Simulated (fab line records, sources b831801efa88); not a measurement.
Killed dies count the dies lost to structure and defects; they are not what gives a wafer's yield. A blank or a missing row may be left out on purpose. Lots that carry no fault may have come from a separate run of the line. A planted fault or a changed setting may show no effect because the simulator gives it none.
fab line records	flow gf180mcu
record lots=13	wafers=38	last_day=34
route steps=602 shown V2@398 M3@411
lots with no fault: from the same line, run without faults
start_h: start of the lot's first displayed wafer, in hours after the record's first day	wait_h: how many hours have passed since the lot's step before this one	" identical to the entry in the row above	L1.1+2: one row covering several wafers at once	- value missing, or start not given	* or withheld: withheld	< > ~ a bound
route shown NAME@n: NAME is a module with steps in the file, n the number in the route of the first one	usual: mean and standard deviation over wafers with no fault	same: alike in all rows	chamber/n: place in a boat	sites: each site's reading	_std_site: how widely they spread, as a standard deviation	_edge_site: outer sites' mean less inner sites'	radius_mm: how far each site lies from the wafer's centre	mask NAME#n: copy n	behind: the last tool/chamber to shape the wafer	hold: cause of the lot's hold/its duration in hours/its outcome	device: names the non-switching transistor (n, p or np)	end of line: tests run on the same wafers once the route is complete	a step without rows: its recipe alone	killed: dies lost to structure and defects at the first sort, not the wafer's yield	map: per-die view of a wafer (x killed, . not killed, _ where there is no die)
set.NAME: the setting the step ran with; set.NAME@STEP: the setting that earlier step ran with	model.NAME: the simulator's own value behind a step, which no gauge read
route steps across a sampled set of lots; one table per step, one row per wafer
services: from which hour (start_h, from the record's first day; less than 0 if before it) a tool's chamber was out of use, for how many hours, and why
## steps
# step GF_V2_ETCH_16
# recipe chemistry=N2/H2	target_depth_a=withheld	overetch_a=withheld	time_s=withheld	target=BARC	ion_energy_ev=200	source_w=500	bias_w=100	pressure_mtorr=30	n2_flow_sccm=100	h2_flow_sccm=200
# usual chamber_pressure_mTorr=30.00/0.046	drypump_motor_current_A=5.7/0.54	oes_product_au=0.854/0.0047	throttle_valve_pct=13.225/0.0085
lot.wafer	tool	chamber	start_h	wait_h	chamber_pressure_mTorr	drypump_motor_current_A	oes_product_au	throttle_valve_pct
L668.3	rie_diel-01	0	458.54	0.0	30.04	5.5	0.857	13.229
L668.4	"	1	"	"	30.00	5.2	0.851	13.227
L668.6	"	2	"	"	29.98	6.5	0.859	13.209
L670.1	rie_diel-04	1	480.77	0.0	29.93	5.0	0.859	13.217
L670.2	"	0	"	"	29.99	6.1	0.857	13.224
L670.4	"	0	"	"	30.00	6.1	0.858	13.229
L671.3	rie_diel-01	2	494.49	0.0	30.00	6.5	0.848	13.216
L671.5	"	2	"	"	29.98	6.5	0.845	13.212
L671.6	"	3	"	"	29.94	5.2	0.853	13.226
L672.2	rie_diel-01	3	501.72	0.0	29.97	5.2	0.857	13.224
L672.4	"	1	"	"	29.98	5.2	0.851	13.231
L672.5	"	2	"	"	29.99	6.5	0.858	13.228
L673.1	rie_diel-04	3	512.09	0.0	29.99	6.4	0.856	13.229
L673.2	"	0	"	"	30.00	6.1	0.855	13.217
L673.3	"	1	"	"	30.01	5.0	0.853	13.224
L674.3	rie_diel-01	3	517.49	0.0	30.06	5.2	0.847	13.240
L674.4	"	1	"	"	30.01	5.2	0.855	13.219
L678.1	rie_diel-04	1	552.29	0.0	29.98	5.0	0.843	13.219
L678.2	"	0	"	"	29.96	6.1	0.856	13.231
L678.5	"	2	"	"	30.01	5.6	0.856	13.232
L684.1	rie_diel-01	2	600.77	0.0	30.04	6.5	0.856	13.210
L684.4	"	3	"	"	30.00	5.2	0.855	13.222
L684.6	"	1	"	"	30.07	5.2	0.849	13.226
L685.1	rie_diel-01	1	607.52	0.0	29.95	5.2	0.861	13.224
L685.4	"	0	"	"	30.03	5.4	0.856	13.235
L685.6	"	3	"	"	29.98	5.2	0.861	13.225
L686.2	rie_diel-01	2	617.39	0.0	30.00	6.4	0.852	13.231
L686.4	"	1	"	"	29.98	5.2	0.851	13.235
L686.6	"	1	"	"	30.00	5.2	0.852	13.226
L688.1	rie_diel-01	2	629.67	0.0	30.04	6.5	0.853	13.218
L688.2	"	0	"	"	29.99	5.4	0.857	13.235
L688.5	"	1	"	"	29.96	5.2	0.853	13.235
L689.1	rie_diel-04	2	633.77	0.0	30.03	5.6	0.853	13.232
L689.4	"	3	"	"	30.00	6.3	0.852	13.219
L689.5	"	0	"	"	30.04	6.1	0.858	13.217
L690.2	rie_diel-04	1	644.69	0.0	30.01	5.0	0.851	13.225
L690.3	"	0	"	"	30.01	6.1	0.858	13.228
L690.4	"	2	"	"	29.97	5.7	0.855	13.248
# step GF_V2_CVD_23
# recipe material=W	target_thk_nm=350	time_s=104.94	temp_c=400	pressure_torr=40
# usual chamber_pressure_Torr=40.00/0.096	heater_power_w=896/130
# same time_s=104.94
lot.wafer	tool	chamber	start_h	wait_h	chamber_pressure_Torr	heater_power_w	since_wet_clean_h
L668.3	cvd_w-02	0	459.37	0.1	39.92	1056	-
L668.4	"	0	"	"	40.10	1052	-
L668.6	"	0	"	"	40.12	1059	-
L670.1	cvd_w-02	0	481.54	0.0	40.21	1070	78
L670.2	"	1	"	"	40.07	699	78
L670.4	"	1	"	"	40.00	720	-
L671.3	cvd_w-01	1	495.29	0.1	40.03	943	-
L671.5	"	0	"	"	40.03	833	-
L671.6	"	1	"	"	39.80	936	-
L672.2	cvd_w-01	1	502.49	0.0	40.02	966	598
L672.4	"	1	"	"	40.07	922	-
L672.5	"	1	"	"	39.95	970	-
L673.1	cvd_w-02	0	512.85	0.0	40.03	1059	109
L673.2	"	1	"	"	39.92	723	109
L673.3	"	1	"	"	39.95	713	-
L674.3	cvd_w-01	1	518.30	0.1	39.76	946	-
L674.4	"	0	"	"	41.86	828	-
L678.1	cvd_w-02	1	553.09	0.0	40.09	740	149
L678.2	"	0	"	"	40.02	1045	149
L678.5	"	1	"	"	40.13	728	-
L684.1	cvd_w-01	1	601.57	0.0	40.12	971	698
L684.4	"	0	"	"	40.12	815	-
L684.6	"	0	"	"	40.12	855	-
L685.1	cvd_w-01	1	608.28	0.0	40.11	972	704
L685.4	"	1	"	"	40.14	950	-
L685.6	"	0	"	"	39.89	847	-
L686.2	cvd_w-02	1	618.23	0.1	40.01	703	-
L686.4	"	1	"	"	40.04	719	-
L686.6	"	1	"	"	40.03	728	-
L688.1	cvd_w-01	0	630.44	0.0	40.08	833	726
L688.2	"	1	"	"	39.97	970	726
L688.5	"	0	"	"	39.98	828	-
L689.1	cvd_w-01	0	634.55	0.0	39.97	827	731
L689.4	"	0	"	"	40.02	824	-
L689.5	"	1	"	"	39.97	955	-
L690.2	cvd_w-01	1	645.51	0.0	40.08	960	742
L690.3	"	1	"	"	40.15	925	-
L690.4	"	0	"	"	39.81	841	-
# step GF_V2_THK_MEAS_25
# recipe thk_meas_gauge=xrf	reads=W_of_V2_CVD_23
# usual V2_W_THK=344/8.2
lot.wafer	tool	chamber	start_h	wait_h	V2_W_THK[nm]
L668.3	film_metro-01	-	459.66	0.1	342
L668.4	"	-	"	"	342
L668.6	"	-	"	"	340
L670.1	film_metro-04	-	481.77	0.1	352
L670.2	"	-	"	"	342
L670.4	"	-	"	"	341
L671.3	film_metro-01	-	495.50	0.1	334
L671.5	"	-	"	"	348
L671.6	"	-	"	"	340
L672.2	film_metro-01	-	502.73	0.1	335
L672.4	"	-	"	"	333
L672.5	"	-	"	"	334
L673.1	film_metro-02	-	513.08	0.1	351
L673.2	"	-	"	"	344
L673.3	"	-	"	"	342
L674.3	film_metro-01	-	518.52	0.1	331
L674.4	"	-	"	"	351
L678.1	film_metro-01	-	553.32	0.1	337
L678.2	"	-	"	"	339
L678.5	"	-	"	"	335
L684.1	film_metro-02	-	601.81	0.1	337
L684.4	"	-	"	"	347
L684.6	"	-	"	"	349
L685.1	film_metro-01	-	608.52	0.1	332
L685.4	"	-	"	"	333
L685.6	"	-	"	"	349
L686.2	film_metro-04	-	618.55	0.1	339
L686.4	"	-	"	"	342
L686.6	"	-	"	"	343
L688.1	film_metro-01	-	630.68	0.1	349
L688.2	"	-	"	"	340
L688.5	"	-	"	"	355
L689.1	film_metro-02	-	634.78	0.1	346
L689.4	"	-	"	"	348
L689.5	"	-	"	"	333
L690.2	film_metro-04	-	645.76	0.1	339
L690.3	"	-	"	"	349
L690.4	"	-	"	"	359
# step GF_M3_SPUTTER_02
# recipe material=AlCu	target_thk_nm=450	power_w=10600	time_s=23.9	chamber_pressure_pa=0.4
# usual throttle_valve_pct=30.1/1.1
# same time_s=23.9
lot.wafer	tool	chamber	start_h	wait_h	throttle_valve_pct
L668.3	pvd_sputter-01	-	460.13	0.0	28.6
L668.4	"	-	"	"	32.0
L668.6	"	-	"	"	28.5
L670.1	pvd_sputter-01	-	482.26	0.0	31.9
L670.2	"	-	"	"	28.5
L670.4	"	-	"	"	29.4
L671.3	pvd_sputter-02	-	495.97	0.0	31.2
L671.5	"	-	"	"	31.2
L671.6	"	-	"	"	29.8
L672.2	pvd_sputter-04	-	503.21	0.0	30.5
L672.4	"	-	"	"	31.6
L672.5	"	-	"	"	30.7
L673.1	pvd_sputter-02	-	513.57	0.0	29.4
L673.2	"	-	"	"	31.3
L673.3	"	-	"	"	30.2
L674.3	pvd_sputter-01	-	518.99	0.0	29.1
L674.4	"	-	"	"	28.4
L678.1	pvd_sputter-04	-	553.81	0.0	30.7
L678.2	"	-	"	"	29.8
L678.5	"	-	"	"	31.6
L684.1	pvd_sputter-04	-	602.30	0.0	29.7
L684.4	"	-	"	"	31.2
L684.6	"	-	"	"	31.6
L685.1	pvd_sputter-01	-	609.01	0.0	29.3
L685.4	"	-	"	"	28.4
L685.6	"	-	"	"	29.4
L686.2	pvd_sputter-04	-	619.03	0.0	31.5
L686.4	"	-	"	"	29.8
L686.6	"	-	"	"	30.4
L688.1	pvd_sputter-01	-	631.17	0.0	29.4
L688.2	"	-	"	"	28.0
L688.5	"	-	"	"	29.3
L689.1	pvd_sputter-01	-	635.28	0.0	32.3
L689.4	"	-	"	"	29.0
L689.5	"	-	"	"	29.1
L690.2	pvd_sputter-04	-	646.24	0.0	30.4
L690.3	"	-	"	"	31.6
L690.4	"	-	"	"	29.9
## services
tool	chamber	start_h	hours	kind
pvd_sputter-04	-	440.63	11.4	repair
rie_diel-04	2	461.07	-	clean
rie_diel-04	2	461.07	21.3	scheduled_down
rie_diel-04	2	461.07	21.3	vent_cycle
cvd_w-01	-	463.80	2.8	pm
pvd_sputter-04	-	473.87	0.5	repair
cvd_w-01	-	503.82	4.3	pm
rie_diel-01	-	522.95	2.8	pm
rie_diel-04	1	525.92	2.5	repair
rie_diel-04	1	531.04	4.5	repair
cvd_w-01	0	544.66	5.3	repair
cvd_w-01	-	557.56	1.3	repair
pvd_sputter-04	-	581.81	2.1	repair
rie_diel-01	0	600.34	3.9	repair
rie_diel-04	-	614.44	0.2	repair
cvd_w-02	0	615.49	8.4	repair
rie_diel-04	3	628.64	3.2	repair
pvd_sputter-01	-	643.68	2.7	repair
## key
first_sign step=GF_V2_CVD_23	reading=chamber_pressure_Torr	direction=up	sigmas=19	usual=40.00	struck=41.86
effect none on later readings
met_at GF_V2_CVD_23
struck_lots L674
struck_wafers L674.4
not_acting_at GF_V2_ETCH_16,GF_V2_THK_MEAS_25,GF_M3_SPUTTER_02
onset_between 495.29 518.30
fault kind=process_parameter_drift	tool=cvd_w-01	chamber=0	onset_h=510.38	steps=GF_V2_CVD_23	channel=pressure_torr	offset=1.9888	shape=step	end_h=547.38	acts_in=these_recipes_only	stated=40
